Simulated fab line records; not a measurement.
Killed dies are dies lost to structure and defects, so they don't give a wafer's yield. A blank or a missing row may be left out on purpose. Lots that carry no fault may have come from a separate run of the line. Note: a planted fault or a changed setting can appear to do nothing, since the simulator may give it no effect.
fab line records	flow sky130
record lots=12	wafers=35	last-day=50
route steps=708 shown CONTACT@433 METAL1@434 PAD_OPEN@708
lots with no fault: from the same line, run without faults
start-h: start of the lot's first displayed wafer, in hours after the record's first day	wait-h: time in hours since the lot's previous step	" unchanged from the row above	L1.1+2: a row that stands for several wafers	- no value, or no start was given	* or withheld: withheld	< > ~ a bound
route shown NAME@n: names a module that has steps shown in the file, with the first one's number in the route	usual: the fault-free wafers' mean and standard deviation	same: alike in all rows	chamber/n: place in a boat	sites: readings site by site	_std_site: the values' standard deviation	_edge_site: the outer-site mean with the inner-site mean subtracted	radius-mm: how far each site lies from the wafer's centre	mask NAME#n: copy n	behind: the most recent tool/chamber to have shaped the wafer	hold: why the lot went on hold/how many hours it stayed there/how the hold came to an end	device: which transistor (n, p or np) failed to switch	end of line: at the end of the route, the tests of the same wafers	where a step has no rows: the recipe by itself	killed: dies that structure and defects cost at the first sort, which is not the same as the wafer's yield	map: per-die view of a wafer (x killed, . not killed, _ where there is no die)
set.NAME: setting as actually run; set.NAME@STEP: the setting as run at that earlier step	model.NAME: the simulator's own value behind a step, which no gauge read
one table for each step of the route and one row for each wafer, over a sample of lots
services: a tool's chamber out of use, with start hour (start-h, from the record's first day; less than 0 if before it), hours out, and reason
## steps
# step SKY_CONTACT_CMP_27
# recipe stop-on=SiO2	t-overpolish-s=15	down-force-psi=3.5	platen-rpm=60	target-thk-nm=0	pad-velocity-m-s=0.94248
# usual head-pressure-psi=3.501/0.008	motor-current-A=11.7/0.91	overpolish-run-s=15.000/0.0099	time-to-endpoint-s=80/3.2
lot.wafer	tool	chamber	start-h	wait-h	head-pressure-psi	motor-current-A	overpolish-run-s	time-to-endpoint-s
L934.1	cmp-01	0	733.66	0.1	3.506	12.3	15.000	79
L934.5	"	0	"	"	3.508	11.6	14.997	81
L934.6	"	1	"	"	3.492	13.1	14.996	76
L933.1	cmp-02	2	733.79	0.2	3.498	11.3	14.992	80
L933.5	"	3	"	"	3.489	12.7	15.012	84
L933.6	"	0	"	"	3.491	10.7	14.994	79
L935.4	cmp-02	3	744.05	0.0	3.495	12.3	15.019	86
L935.3	"	0	"	"	3.505	11.6	15.000	79
L935.5	"	0	"	"	3.509	10.8	15.013	80
L938.1	cmp-02	2	765.25	0.1	3.502	11.6	14.984	78
L938.2	"	1	"	"	3.509	10.2	14.995	79
L938.5	"	3	"	"	3.514	12.8	14.985	88
L940.3	cmp-01	2	796.97	0.0	3.508	11.4	15.007	82
L940.1	"	1	"	"	3.495	12.8	14.990	80
L940.6	"	3	"	"	3.502	11.9	14.998	80
L944.3	cmp-01	2	816.77	0.1	3.490	11.3	14.996	84
L944.6	"	1	"	"	3.516	13.0	15.002	82
L944.5	"	2	"	"	3.494	11.2	15.004	83
L945.1	cmp-02	2	845.84	0.1	3.506	11.1	14.987	79
L945.5	"	2	"	"	3.504	11.1	15.012	78
L947.2	cmp-01	2	848.87	0.1	3.496	11.0	14.994	78
L947.3	"	3	"	"	3.500	11.9	14.996	82
L947.6	"	1	"	"	3.482	12.9	15.008	80
L948.2	cmp-01	1	859.13	0.1	3.494	12.5	14.980	79
L948.6	"	3	"	"	3.499	11.2	14.998	77
L948.5	"	0	"	"	3.485	12.3	14.997	78
L953.1	cmp-01	1	877.07	0.1	3.510	13.3	14.998	75
L953.2	"	3	"	"	3.503	12.0	15.000	75
L953.6	"	0	"	"	3.489	11.9	15.002	80
L954.2	cmp-01	2	887.30	0.0	3.503	10.9	14.990	77
L954.1	"	0	"	"	3.504	12.0	14.992	81
L954.3	"	1	"	"	3.502	12.3	14.994	76
L955.2	cmp-01	0	897.71	0.0	3.504	12.4	14.997	80
L955.1	"	3	"	"	3.511	12.2	15.009	78
L955.5	"	0	"	"	3.505	12.3	15.006	81
# step SKY_METAL1_SPUTTER_00
# recipe material=Ti	target-thk-nm=15	power-w=3000	time-s=10	chamber-pressure-pa=0.4
# usual throttle-valve-pct=30.1/1.4
lot.wafer	tool	chamber	start-h	wait-h	throttle-valve-pct
L933.1	pvd-sputter-04	-	733.94	0.1	29.9
L933.5	"	-	"	"	30.9
L933.6	"	-	"	"	31.9
L934.1	pvd-sputter-02	-	733.96	0.2	28.5
L934.5	"	-	"	"	30.7
L934.6	"	-	"	"	29.6
L935.3	pvd-sputter-03	-	744.35	0.2	32.0
L935.4	"	-	"	"	30.5
L935.5	"	-	"	"	30.5
L938.1	pvd-sputter-03	-	765.55	0.2	30.3
L938.2	"	-	"	"	29.7
L938.5	"	-	"	"	27.4
L940.1	pvd-sputter-03	-	797.27	0.1	29.7
L940.3	"	-	"	"	27.3
L940.6	"	-	"	"	32.0
L944.3	pvd-sputter-04	-	817.02	0.2	31.6
L944.5	"	-	"	"	29.4
L944.6	"	-	"	"	31.5
L945.1	pvd-sputter-03	-	846.14	0.2	30.4
L945.5	"	-	"	"	27.4
L947.2	pvd-sputter-03	-	849.12	0.2	30.2
L947.3	"	-	"	"	27.3
L947.6	"	-	"	"	29.7
L948.2	pvd-sputter-03	-	859.33	0.1	31.9
L948.5	"	-	"	"	27.3
L948.6	"	-	"	"	29.8
L953.1	pvd-sputter-03	-	877.32	0.2	30.5
L953.2	"	-	"	"	29.4
L953.6	"	-	"	"	27.3
L954.1	pvd-sputter-02	-	887.60	0.1	29.9
L954.2	"	-	"	"	30.6
L954.3	"	-	"	"	29.9
L955.1	pvd-sputter-02	-	898.01	0.1	28.8
L955.2	"	-	"	"	30.6
L955.5	"	-	"	"	30.6
# step SKY_METAL1_RS_MEAS_05
# recipe thk-meas-gauge=four-point-probe	reads=TiN_of_METAL1_SPUTTER_04+Ti_of_METAL1_SPUTTER_03+AlCu_of_METAL1_SPUTTER_02+TiN_of_METAL1_SPUTTER_01+Ti_of_METAL1_SPUTTER_00
# usual METAL1_ALCU_RS=0.1267/0.0013
lot.wafer	tool	chamber	start-h	wait-h	METAL1_ALCU_RS[ohm/sq]
L933.1	film-metro-03	-	734.08	0.0	0.1281
L933.5	"	-	"	"	0.1280
L933.6	"	-	"	"	0.1246
L934.1	film-metro-02	-	734.10	0.0	0.1267
L934.5	"	-	"	"	0.1252
L934.6	"	-	"	"	0.1273
L935.3	film-metro-03	-	744.53	0.1	0.1246
L935.4	"	-	"	"	0.1271
L935.5	"	-	"	"	0.1272
L938.1	film-metro-03	-	765.69	0.0	0.1272
L938.2	"	-	"	"	0.1263
L938.5	"	-	"	"	0.1263
L940.1	film-metro-03	-	797.41	0.0	0.1261
L940.3	"	-	"	"	0.1245
L940.6	"	-	"	"	0.1235
L944.3	film-metro-04	-	817.20	0.1	0.1271
L944.5	"	-	"	"	0.1257
L944.6	"	-	"	"	0.1268
L945.1	film-metro-04	-	846.28	0.0	0.1279
L945.5	"	-	"	"	0.1248
L947.2	film-metro-03	-	849.28	0.0	0.1268
L947.3	"	-	"	"	0.1262
L947.6	"	-	"	"	0.1280
L948.2	film-metro-03	-	859.49	0.0	0.1240
L948.5	"	-	"	"	0.1240
L948.6	"	-	"	"	0.1263
L953.1	film-metro-03	-	877.46	0.0	0.1268
L953.2	"	-	"	"	0.1278
L953.6	"	-	"	"	0.1253
L954.1	film-metro-02	-	887.74	0.0	0.1263
L954.2	"	-	"	"	0.1262
L954.3	"	-	"	"	0.1273
L955.1	film-metro-04	-	898.15	0.0	0.1271
L955.2	"	-	"	"	0.1258
L955.5	"	-	"	"	0.1259
# step SKY_METAL1_SOFTBAKE_11
# recipe temp-c=100	time-s=90	resist=KrF-thick
# usual heater-power-total-W=57.35/0.12	plate-temp-C=100.00/0.14	resist-line-temp-C=23.00/0.11
lot.wafer	tool	chamber	start-h	wait-h	heater-power-total-W	plate-temp-C	resist-line-temp-C
L933.1	litho-track-04	0	747	-	57.36	99.97	22.98
L933.5	"	0	"	"	57.19	99.88	22.96
L933.6	"	0	"	"	57.35	100.05	22.87
L934.1	litho-track-01	0	747	-	57.47	99.95	22.98
L934.5	"	0	"	"	57.24	100.10	23.05
L934.6	"	0	"	"	57.22	99.92	23.01
L935.3	litho-track-01	0	758	-	57.22	100.08	22.96
L935.4	"	0	"	"	57.52	99.86	22.96
L935.5	"	0	"	"	57.40	100.00	22.98
L938.1	litho-track-04	0	780	-	57.56	99.94	23.00
L938.2	"	0	"	"	57.24	99.83	22.94
L938.5	"	0	"	"	57.39	99.93	23.11
L940.1	litho-track-04	0	811	-	57.28	100.28	22.99
L940.3	"	0	"	"	57.26	99.96	23.12
L940.6	"	0	"	"	57.33	100.18	23.10
L944.3	litho-track-02	0	830	-	57.55	100.07	22.95
L944.5	"	0	"	"	57.55	100.00	23.10
L944.6	"	0	"	"	57.41	100.08	22.94
L945.1	litho-track-01	0	859	-	56.71	99.45	23.04
L945.5	"	0	"	"	56.78	99.30	23.01
L947.2	litho-track-01	0	861	-	56.72	99.05	22.97
L947.3	"	0	"	"	56.71	99.33	22.97
L947.6	"	0	862	-	56.85	99.14	22.82
L948.2	litho-track-02	0	872	-	57.16	100.13	23.11
L948.5	"	0	"	"	57.18	99.97	22.87
L948.6	"	0	"	"	57.13	100.19	23.13
L953.1	litho-track-02	0	890	-	57.22	100.07	23.07
L953.2	"	0	"	"	57.25	99.73	22.99
L953.6	"	0	"	"	57.29	100.18	22.93
L954.1	litho-track-02	0	900	-	57.19	100.07	22.77
L954.2	"	0	"	"	57.31	99.99	22.74
L954.3	"	0	"	"	57.43	99.89	22.74
L955.1	litho-track-04	0	910	-	57.44	99.90	22.86
L955.2	"	0	"	"	57.54	99.93	22.97
L955.5	"	0	"	"	57.32	99.79	22.88
# step SKY_PAD_OPEN_PROBE_99
# usual defect-limited-yield=82.3/2	killed_at_M0_to_M3=44/7.1	killed_at_M4_up=3.3/1.8	killed-at-contacts=24/5.1	killed-at-front-end=16/4.7	killed-at-other=0.3/0.52	killed-dies=87/9.7	killed-on-rim=17/3.8	killed-open=47/6.8	killed-short=39/6.7	sort_bin_3_pad_short=0.9/0.43	sort_bin_5_function=10.4/1.4	sort_bin_6_memory=6.4/1.2	sort-n-pass=405/9.7	sort-yield-pct=82.3/2
# same gross-dies=492	killed-at-back-side=0	sort_bin_4_leakage[%]=0	sort_bin_8_speed[%]=0
lot.wafer	tool	chamber	start-h	wait-h	defect-limited-yield[%]	killed_at_M0_to_M3	killed_at_M4_up	killed-at-contacts	killed-at-front-end	killed-at-other	killed-dies	killed-on-rim	killed-open	killed-short	sort_bin_3_pad_short[%]	sort_bin_5_function[%]	sort_bin_6_memory[%]	sort-n-pass	sort-yield-pct[%]
L934.1	prober-01	-	1071.23	0.1	79.5	46	3	30	22	0	101	16	64	37	0.4	13.2	6.9	391	79.5
L934.5	prober-01	-	1071.43	0.2	78.0	60	4	36	8	0	108	24	58	50	1.4	12.4	8.1	384	78.0
L934.6	prober-01	-	1071.48	0.2	83.7	45	0	22	13	0	80	13	42	38	1.0	9.6	5.7	412	83.7
L933.1	prober-02	-	1073.39	0.1	81.5	44	6	24	16	1	91	15	49	42	0.8	9.8	7.9	401	81.5
L933.5	prober-02	-	1073.59	0.2	84.1	41	3	19	15	0	78	16	37	41	0.8	10.2	4.9	414	84.1
L933.6	prober-02	-	1073.64	0.2	85.2	43	2	18	10	0	73	15	48	25	1.4	7.7	5.7	419	85.2
L935.3	prober-01	-	1081.85	0.2	83.1	40	2	28	13	0	83	13	44	39	0.4	12.0	4.5	409	83.1
L935.4	prober-01	-	1081.90	0.2	85.0	41	4	17	11	1	74	16	28	46	1.0	8.7	5.3	418	85.0
L935.5	prober-01	-	1081.95	0.2	81.7	49	3	22	15	1	90	17	47	43	0.8	12.6	4.9	402	81.7
L938.1	prober-02	-	1097.83	0.1	81.7	44	1	22	23	0	90	16	53	36	1.2	11.6	5.5	402	81.7
L938.2	prober-02	-	1097.88	0.1	83.3	38	3	24	17	0	82	19	46	36	0.6	12.2	3.9	410	83.3
L938.5	prober-02	-	1098.03	0.2	80.3	42	5	22	28	0	97	18	54	43	0.8	11.4	7.5	395	80.3
L940.1	prober-02	-	1122.28	0.1	79.9	49	3	24	23	0	99	21	57	42	0.8	11.2	8.1	393	79.9
L940.3	prober-02	-	1122.38	0.2	81.7	53	6	15	16	0	90	24	46	44	1.2	11.2	5.9	402	81.7
L940.6	prober-02	-	1122.53	0.2	81.9	47	2	22	18	0	89	15	49	40	1.8	10.2	6.1	403	81.9
L944.3	prober-02	-	1134.69	0.2	84.1	34	2	34	8	0	78	19	40	38	1.4	8.9	5.5	414	84.1
L944.5	prober-02	-	1134.79	0.2	79.7	55	4	24	17	0	100	18	55	45	1.8	10.6	7.9	392	79.7
L944.6	prober-02	-	1134.84	0.2	77.8	53	3	30	23	0	109	21	54	55	1.6	12.2	8.3	383	77.8
L945.1	prober-02	-	1155.45	0.1	85.4	37	3	18	14	0	72	12	37	34	0.4	8.5	5.7	420	85.4
L945.5	prober-02	-	1155.65	0.2	81.5	39	5	22	25	0	91	17	39	52	1.4	10.6	6.5	401	81.5
L947.2	prober-01	-	1157.00	0.1	80.9	51	2	24	17	0	94	15	53	41	0.8	10.0	8.3	398	80.9
L947.3	prober-01	-	1157.05	0.2	83.3	46	3	24	9	0	82	15	42	40	0.8	8.7	7.1	410	83.3
L947.6	prober-01	-	1157.20	0.2	81.7	48	7	14	20	1	90	13	52	38	0.8	11.4	6.1	402	81.7
L948.2	prober-02	-	1166.39	0.1	82.1	44	8	18	18	0	88	17	47	40	0.2	12.0	5.7	404	82.1
L948.5	prober-02	-	1166.54	0.2	80.3	48	2	23	24	0	97	15	63	33	1.2	12.6	5.9	395	80.3
L948.6	prober-02	-	1166.59	0.2	78.5	48	6	29	23	0	106	25	44	62	1.2	13.6	6.7	386	78.5
L953.1	prober-01	-	1175.84	0.1	83.7	39	0	21	20	0	80	19	39	41	0.6	11.6	4.1	412	83.7
L953.2	prober-01	-	1175.89	0.1	82.3	45	3	21	18	0	87	15	43	44	1.0	9.8	6.9	405	82.3
L953.6	prober-01	-	1176.09	0.2	83.9	45	0	15	19	0	79	13	41	38	0.6	8.3	7.1	413	83.9
L954.1	prober-02	-	1181.06	0.1	82.1	37	3	24	23	1	88	21	51	36	1.0	11.0	5.9	404	82.1
L954.2	prober-02	-	1181.11	0.1	80.9	49	5	18	22	0	94	20	56	37	0.4	10.4	8.3	398	80.9
L954.3	prober-02	-	1181.16	0.2	81.3	46	3	32	11	0	92	13	46	46	1.2	9.8	7.7	400	81.3
L955.1	prober-01	-	1188.15	0.1	82.3	42	2	27	16	0	87	15	52	34	0.6	10.2	6.9	405	82.3
L955.2	prober-01	-	1188.20	0.1	85.2	35	2	21	14	1	73	16	43	30	0.8	9.6	4.5	419	85.2
L955.5	prober-01	-	1188.35	0.2	82.5	41	4	32	9	0	86	16	52	34	0.6	11.2	5.7	406	82.5
# killed by level:class
L934.1 VIA2:geometric-particle:open=13 CONTACT:geometric-particle:open=12 LI_CONTACT:geometric-particle:open=9 VIA1:geometric-particle:open=8 VIA1:geometric-particle:short=7 POLY_GATE:geometric-particle:open=6 METAL1:geometric-particle:short=6 VIA3:geometric-particle:open=5
L934.5 VIA1:geometric-particle:open=16 CONTACT:geometric-particle:open=15 METAL1:geometric-particle:short=11 VIA2:geometric-particle:open=9 LI_CONTACT:geometric-particle:open=8 LI_CONTACT:geometric-particle:short=6 VIA1:geometric-particle:short=6 LOCAL_INTERCONNECT:geometric-particle:short=5
L934.6 VIA1:geometric-particle:open=14 CONTACT:geometric-particle:open=8 LI_CONTACT:geometric-particle:open=6 CONTACT:geometric-particle:short=6 VIA1:geometric-particle:short=6 VIA2:geometric-particle:short=6 METAL3:geometric-particle:short=6 FIELD_ISO:geometric-particle:open=4
L933.1 VIA1:geometric-particle:open=11 LI_CONTACT:geometric-particle:open=10 METAL1:geometric-particle:short=7 CONTACT:geometric-particle:open=6 VIA2:geometric-particle:open=5 POLY_GATE:geometric-particle:short=5 METAL3:geometric-particle:short=5 FIELD_ISO:geometric-particle:short=4
L933.5 VIA1:geometric-particle:open=11 CONTACT:geometric-particle:short=8 VIA3:geometric-particle:open=5 CONTACT:geometric-particle:open=5 FIELD_ISO:geometric-particle:short=4 POLY_GATE:geometric-particle:open=4 METAL1:geometric-particle:short=4 LOCAL_INTERCONNECT:geometric-particle:short=4
L933.6 VIA1:geometric-particle:open=14 VIA3:geometric-particle:open=9 CONTACT:geometric-particle:open=7 VIA1:geometric-particle:short=7 VIA2:geometric-particle:open=5 CONTACT:geometric-particle:short=4 METAL3:geometric-particle:short=3 LI_CONTACT:geometric-particle:open=3
L935.3 VIA1:geometric-particle:open=12 CONTACT:geometric-particle:open=9 VIA3:geometric-particle:open=9 LOCAL_INTERCONNECT:geometric-particle:short=6 LI_CONTACT:geometric-particle:open=5 VIA1:geometric-particle:short=5 CONTACT:geometric-particle:short=5 POLY_GATE:geometric-particle:short=4
L935.4 METAL2:geometric-particle:short=9 VIA1:geometric-particle:open=6 FIELD_ISO:geometric-particle:short=5 CONTACT:geometric-particle:open=5 CONTACT:geometric-particle:short=5 METAL1:geometric-particle:short=5 VIA2:geometric-particle:open=5 VIA2:geometric-particle:short=5
L935.5 CONTACT:geometric-particle:open=12 VIA1:geometric-particle:open=9 VIA2:geometric-particle:open=8 METAL2:geometric-particle:short=6 VIA3:geometric-particle:open=6 VIA3:geometric-particle:short=6 LI_CONTACT:geometric-particle:short=5 POLY_GATE:geometric-particle:short=4
L938.1 CONTACT:geometric-particle:open=9 VIA1:geometric-particle:open=9 VIA2:geometric-particle:open=8 FIELD_ISO:geometric-particle:open=7 VIA3:geometric-particle:open=7 FIELD_ISO:geometric-particle:short=5 VIA1:geometric-particle:short=5 POLY_GATE:geometric-particle:open=4
L938.2 VIA2:geometric-particle:open=11 LI_CONTACT:geometric-particle:open=8 CONTACT:geometric-particle:open=6 VIA3:geometric-particle:open=6 LOCAL_INTERCONNECT:geometric-particle:short=5 VIA1:geometric-particle:short=4 FIELD_ISO:geometric-particle:open=3 FIELD_ISO:geometric-particle:short=3
L938.5 VIA1:geometric-particle:open=14 LI_CONTACT:geometric-particle:open=9 POLY_GATE:geometric-particle:short=7 CONTACT:geometric-particle:open=7 FIELD_ISO:geometric-particle:short=6 METAL2:geometric-particle:short=6 VIA3:geometric-particle:open=6 POLY_GATE:geometric-particle:open=5
L940.1 VIA2:geometric-particle:open=12 CONTACT:geometric-particle:open=11 VIA1:geometric-particle:open=10 METAL2:geometric-particle:short=10 FIELD_ISO:geometric-particle:short=9 FIELD_ISO:geometric-particle:open=7 LI_CONTACT:geometric-particle:open=6 VIA3:geometric-particle:open=4
L940.3 VIA3:geometric-particle:open=13 VIA1:geometric-particle:open=11 CONTACT:geometric-particle:open=7 METAL1:geometric-particle:short=7 FIELD_ISO:geometric-particle:short=6 VIA1:geometric-particle:short=5 METAL4:geometric-particle:short=5 LI_CONTACT:geometric-particle:open=4
L940.6 CONTACT:geometric-particle:open=10 VIA1:geometric-particle:open=10 METAL1:geometric-particle:short=8 VIA1:geometric-particle:short=7 METAL2:geometric-particle:short=6 CONTACT:geometric-particle:short=5 VIA2:geometric-particle:open=5 FIELD_ISO:geometric-particle:open=4
L944.3 CONTACT:geometric-particle:open=11 LI_CONTACT:geometric-particle:short=9 VIA1:geometric-particle:open=9 VIA1:geometric-particle:short=7 LI_CONTACT:geometric-particle:open=6 POLY_GATE:geometric-particle:open=4 CONTACT:geometric-particle:short=4 METAL1:geometric-particle:short=4
L944.5 CONTACT:geometric-particle:open=12 VIA1:geometric-particle:open=12 VIA3:geometric-particle:open=9 METAL2:geometric-particle:short=7 METAL1:geometric-particle:short=6 VIA2:geometric-particle:short=5 FIELD_ISO:geometric-particle:open=4 POLY_CUT:geometric-particle:short=4
L944.6 VIA1:geometric-particle:open=15 METAL2:geometric-particle:short=10 FIELD_ISO:geometric-particle:short=8 LOCAL_INTERCONNECT:geometric-particle:short=7 CONTACT:geometric-particle:open=7 VIA2:geometric-particle:open=7 FIELD_ISO:geometric-particle:open=6 CONTACT:geometric-particle:short=6
L945.1 VIA1:geometric-particle:open=7 CONTACT:geometric-particle:open=6 VIA2:geometric-particle:open=5 VIA3:geometric-particle:open=5 FIELD_ISO:geometric-particle:short=4 LI_CONTACT:geometric-particle:open=4 METAL2:geometric-particle:short=4 POLY_GATE:geometric-particle:short=3
L945.5 FIELD_ISO:geometric-particle:short=9 METAL1:geometric-particle:short=9 CONTACT:geometric-particle:open=9 VIA1:geometric-particle:open=7 FIELD_ISO:geometric-particle:open=6 METAL2:geometric-particle:short=5 VIA3:geometric-particle:open=5 METAL4:geometric-particle:short=4
L947.2 CONTACT:geometric-particle:open=12 VIA1:geometric-particle:short=10 VIA1:geometric-particle:open=9 VIA3:geometric-particle:open=8 FIELD_ISO:geometric-particle:open=7 METAL2:geometric-particle:short=6 VIA2:geometric-particle:open=5 FIELD_ISO:geometric-particle:short=4
L947.3 VIA1:geometric-particle:open=11 CONTACT:geometric-particle:open=10 CONTACT:geometric-particle:short=7 VIA3:geometric-particle:open=6 FIELD_ISO:geometric-particle:short=5 VIA2:geometric-particle:open=5 VIA1:geometric-particle:short=5 METAL2:geometric-particle:short=5
L947.6 VIA1:geometric-particle:open=10 METAL2:geometric-particle:short=8 VIA2:geometric-particle:open=8 POLY_GATE:geometric-particle:open=6 VIA1:geometric-particle:short=6 FIELD_ISO:geometric-particle:open=5 LI_CONTACT:geometric-particle:open=5 CONTACT:geometric-particle:open=4
L948.2 VIA1:geometric-particle:open=11 LI_CONTACT:geometric-particle:open=7 VIA3:geometric-particle:open=7 CONTACT:geometric-particle:open=6 METAL2:geometric-particle:short=6 METAL4:geometric-particle:short=6 POLY_GATE:geometric-particle:short=5 POLY_GATE:geometric-particle:open=5
L948.5 VIA1:geometric-particle:open=18 CONTACT:geometric-particle:open=11 LI_CONTACT:geometric-particle:open=7 VIA3:geometric-particle:open=7 VIA3:geometric-particle:short=6 FIELD_ISO:geometric-particle:open=5 SPACER:geometric-particle:short=5 VIA2:geometric-particle:open=5
L948.6 CONTACT:geometric-particle:open=8 VIA1:geometric-particle:open=8 METAL2:geometric-particle:short=8 LI_CONTACT:geometric-particle:open=7 POLY_GATE:geometric-particle:short=6 VIA2:geometric-particle:short=6 FIELD_ISO:geometric-particle:short=5 FIELD_ISO:geometric-particle:open=5
L953.1 VIA3:geometric-particle:open=8 POLY_GATE:geometric-particle:short=6 CONTACT:geometric-particle:short=6 FIELD_ISO:geometric-particle:open=5 VIA1:geometric-particle:open=5 CONTACT:geometric-particle:open=5 VIA3:geometric-particle:short=5 POLY_GATE:geometric-particle:open=4
L953.2 CONTACT:geometric-particle:open=10 FIELD_ISO:geometric-particle:short=9 METAL1:geometric-particle:short=7 VIA1:geometric-particle:open=7 VIA3:geometric-particle:open=6 LI_CONTACT:geometric-particle:open=5 VIA2:geometric-particle:short=5 FIELD_ISO:geometric-particle:open=4
L953.6 VIA1:geometric-particle:open=10 VIA3:geometric-particle:open=8 METAL2:geometric-particle:short=7 POLY_GATE:geometric-particle:short=6 VIA2:geometric-particle:open=6 CONTACT:geometric-particle:short=5 VIA2:geometric-particle:short=5 FIELD_ISO:geometric-particle:open=4
L954.1 CONTACT:geometric-particle:open=12 VIA1:geometric-particle:open=10 VIA3:geometric-particle:open=7 FIELD_ISO:geometric-particle:open=5 POLY_GATE:geometric-particle:open=5 FIELD_ISO:geometric-particle:short=4 LI_CONTACT:geometric-particle:open=4 CONTACT:geometric-particle:short=4
L954.2 VIA1:geometric-particle:open=21 CONTACT:geometric-particle:open=9 FIELD_ISO:geometric-particle:open=8 FIELD_ISO:geometric-particle:short=5 METAL2:geometric-particle:short=5 CONTACT:geometric-particle:short=5 VIA3:geometric-particle:open=5 METAL4:geometric-particle:short=5
L954.3 CONTACT:geometric-particle:open=10 VIA2:geometric-particle:open=9 METAL2:geometric-particle:short=8 VIA3:geometric-particle:open=7 LOCAL_INTERCONNECT:geometric-particle:short=6 VIA1:geometric-particle:open=6 LI_CONTACT:geometric-particle:short=5 VIA1:geometric-particle:short=5
L955.1 VIA1:geometric-particle:open=12 LI_CONTACT:geometric-particle:open=9 CONTACT:geometric-particle:open=9 VIA2:geometric-particle:open=8 FIELD_ISO:geometric-particle:open=5 METAL2:geometric-particle:short=5 LOCAL_INTERCONNECT:geometric-particle:short=4 VIA2:geometric-particle:short=4
L955.2 VIA1:geometric-particle:open=9 CONTACT:geometric-particle:open=9 POLY_GATE:geometric-particle:open=6 VIA3:geometric-particle:open=6 VIA1:geometric-particle:short=6 LI_CONTACT:geometric-particle:open=5 CONTACT:geometric-particle:short=4 METAL3:geometric-particle:short=4
L955.5 CONTACT:geometric-particle:open=13 LI_CONTACT:geometric-particle:open=9 VIA2:geometric-particle:open=8 VIA1:geometric-particle:open=8 METAL2:geometric-particle:short=6 LOCAL_INTERCONNECT:geometric-particle:short=5 VIA1:geometric-particle:short=5 FIELD_ISO:geometric-particle:short=4
## services
tool	chamber	start-h	hours	kind
cmp-01	-	719.79	2.8	repair
cmp-01	-	741.68	0.3	repair
cmp-01	-	744.00	4.0	pm
cmp-02	-	745.75	1.5	repair
pvd-sputter-03	-	747.42	3.4	repair
cmp-01	-	748.00	-	consumable-replace:conditioner
cmp-01	-	748.00	-	consumable-replace:pad
pvd-sputter-02	-	753.55	4.1	repair
cmp-01	-	758.42	2.7	repair
cmp-01	-	765.91	1.6	repair
pvd-sputter-03	-	766.28	2.5	repair
cmp-01	-	783.59	1.0	repair
cmp-01	-	798.95	2.8	repair
pvd-sputter-04	-	802.01	10.5	repair
cmp-01	-	817.59	0.5	repair
cmp-02	-	826.05	4.9	pm
cmp-01	-	826.78	2.1	repair
cmp-01	-	849.26	2.6	repair
pvd-sputter-04	-	854.81	2.0	repair
cmp-02	-	856.58	4.0	pm
cmp-02	-	864.50	1.4	repair
cmp-01	-	879.82	3.8	pm
cmp-01	-	891.95	4.6	pm
pvd-sputter-02	-	903.64	2.6	repair
## key
first-sign step=SKY_METAL1_SOFTBAKE_11	reading=plate-temp-C	direction=down	sigmas=5.4	usual=*	struck=*
effect step=SKY_METAL1_SOFTBAKE_11	reading=heater-power-total-W	direction=down	sigmas=5.1	usual=*	struck=*
met-at SKY_METAL1_SOFTBAKE_11
struck-lots L945,L947
not-acting-at SKY_CONTACT_CMP_27,SKY_METAL1_SPUTTER_00,SKY_METAL1_RS_MEAS_05
onset-between 758 859
fault kind=process-parameter-drift	tool=litho-track-01	chamber=-	onset-h=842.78	steps=SKY_METAL1_SOFTBAKE_11	channel=temp-c	offset=*	shape=step	end-h=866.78	acts-in=*	stated=*
